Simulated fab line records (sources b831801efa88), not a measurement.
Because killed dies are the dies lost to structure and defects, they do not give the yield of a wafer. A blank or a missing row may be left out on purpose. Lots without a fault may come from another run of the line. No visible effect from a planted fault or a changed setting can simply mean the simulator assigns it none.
The tool behind it: which one?	flow sky130	39 wafers from 13 lots sampled at 4 of the route's 708 steps

== WHAT EACH GAUGE READ, for each wafer ==
SKY_VIA3_THK_MEAS_01. Usual: VIA3_HDPCVD_THK 1642 nm, standard deviation 17.
lot	measured	on	VIA3_HDPCVD_THK (nm)	flag
L739	day 38 06:28	filmMetro-04	1668 1639 1652	
L740	day 38 16:37	filmMetro-04	1636 1649 1648	
L741	day 39 01:13	filmMetro-04	1623 1619 1639	
L744	day 40 08:26	filmMetro-01	1612 1634 1653	
L746	day 40 21:00	filmMetro-02	1658 1652 1648	
L747	day 41 03:11	filmMetro-02	1607 1624 1663	
L748	day 41 16:28	filmMetro-01	1636 1650 1639	
L750	day 41 20:52	filmMetro-02	1659 1628 1614	
L752	day 42 18:28	filmMetro-02	1623 1627 1677	
L753	day 42 20:16	filmMetro-01	1653 1651 1649	
L754	day 43 05:05	filmMetro-01	1673 1652 1675	
L760	day 45 13:45	filmMetro-04	1641 1661 1643	
L759	day 45 15:20	filmMetro-02	1631 1651 1626	

SKY_METAL4_OVL_MEAS_14. Usual: METAL4_OVL 1 nm, standard deviation 5.4.
lot	measured	on	METAL4_OVL (nm)	flag
L739	day 41 11:57	overlay-02	7 6 2	
L740	day 41 20:03	overlay-02	7 3 8	
L741	day 42 05:53	overlay-01	-1 4 0	
L744	day 43 10:52	overlay-01	-12 0 -7	
L746	day 43 22:06	overlay-02	4 -5 0	
L747	day 44 03:35	overlay-02	5 -4 -1	
L748	day 44 15:32	overlay-02	-1 2 0	
L750	day 44 20:47	overlay-02	12 6 3	
L752	day 45 15:12	overlay-02	-3 -1 -2	
L753	day 45 16:46	overlay-01	10 4 2	
L754	day 46 02:03	overlay-01	-1 3 -1	
L760	day 48 05:17	overlay-02	0 9 10	
L759	day 48 06:26	overlay-02	-5 -7 -8	

SKY_VIA4_BOW_MEAS_03. Usual: VIA4_BOW 78 um, standard deviation 9.3.
lot	measured	on	VIA4_BOW (um)	flag
L739	day 41 13:35	filmMetro-03	81 80 97	
L740	day 41 21:34	filmMetro-03	91 87 90	
L741	day 42 07:24	filmMetro-02	75 88 82	
L744	day 43 12:21	filmMetro-04	75 69 81	
L746	day 43 23:41	filmMetro-04	74 74 71	
L747	day 44 05:19	filmMetro-03	97 96 83	
L748	day 44 17:02	filmMetro-03	75 74 70	
L750	day 44 22:18	filmMetro-02	84 83 92	
L752	day 45 16:44	filmMetro-04	74 78 81	
L753	day 45 18:16	filmMetro-03	72 67 81	
L754	day 46 03:47	filmMetro-03	74 71 69	
L760	day 48 06:49	filmMetro-04	75 75 69	
L759	day 48 07:58	filmMetro-04	81 81 75	

== WHAT TOOL EACH LOT RAN ON (gives the tool, then ch and the chambers of the sampled wafers, and finally the start) ==
lot	SKY_METAL4_CLEAN_22
L739	wetBench-01 ch 0, day 41 12:48
L740	wetBench-02 ch 2, day 41 20:55
L741	wetBench-01 ch 3, day 42 06:45
L744	wetBench-04 ch 2, day 43 11:43
L746	wetBench-01 ch 0, day 43 23:02
L747	wetBench-02 ch 0, day 44 04:40
L748	wetBench-02 ch 0, day 44 16:24
L750	wetBench-01 ch 1, day 44 21:39
L752	wetBench-01 ch 3, day 45 16:03
L753	wetBench-01 ch 3, day 45 17:38
L754	wetBench-02 ch 0, day 46 02:55
L760	wetBench-04 ch 0, day 48 06:11
L759	wetBench-02 ch 3, day 48 07:20
- SKY_METAL4_CLEAN_22: cleans in O3/DIW.

== AS READ BY THE TOOLS THEMSELVES (means over the sampled wafers that have a number; for cases with no such wafer, the mark the record gives instead) ==
The record holds no such reading with a usual standard deviation.

== THE ANSWER, worked out from the rows above alone ==
Rule: a lot is off if the mean of its wafers that have a number lies more than 3 standard deviations from the usual mean. Also off: a lot with no number at a reading for which 4 or more lots have one. The other lots that the step has rows for count as sound. The gauges are gone through in route order, then the tools' own readings, and for those a lot's mean is taken as printed above. The first step at which some lot is off is used, and at that step the reading that is off furthest; a lot without a number counts as furthest.
No lot is off on any of the readings shown, so nothing can be concluded from this.

== WHAT THE SIMULATOR HAD PUT IN ==
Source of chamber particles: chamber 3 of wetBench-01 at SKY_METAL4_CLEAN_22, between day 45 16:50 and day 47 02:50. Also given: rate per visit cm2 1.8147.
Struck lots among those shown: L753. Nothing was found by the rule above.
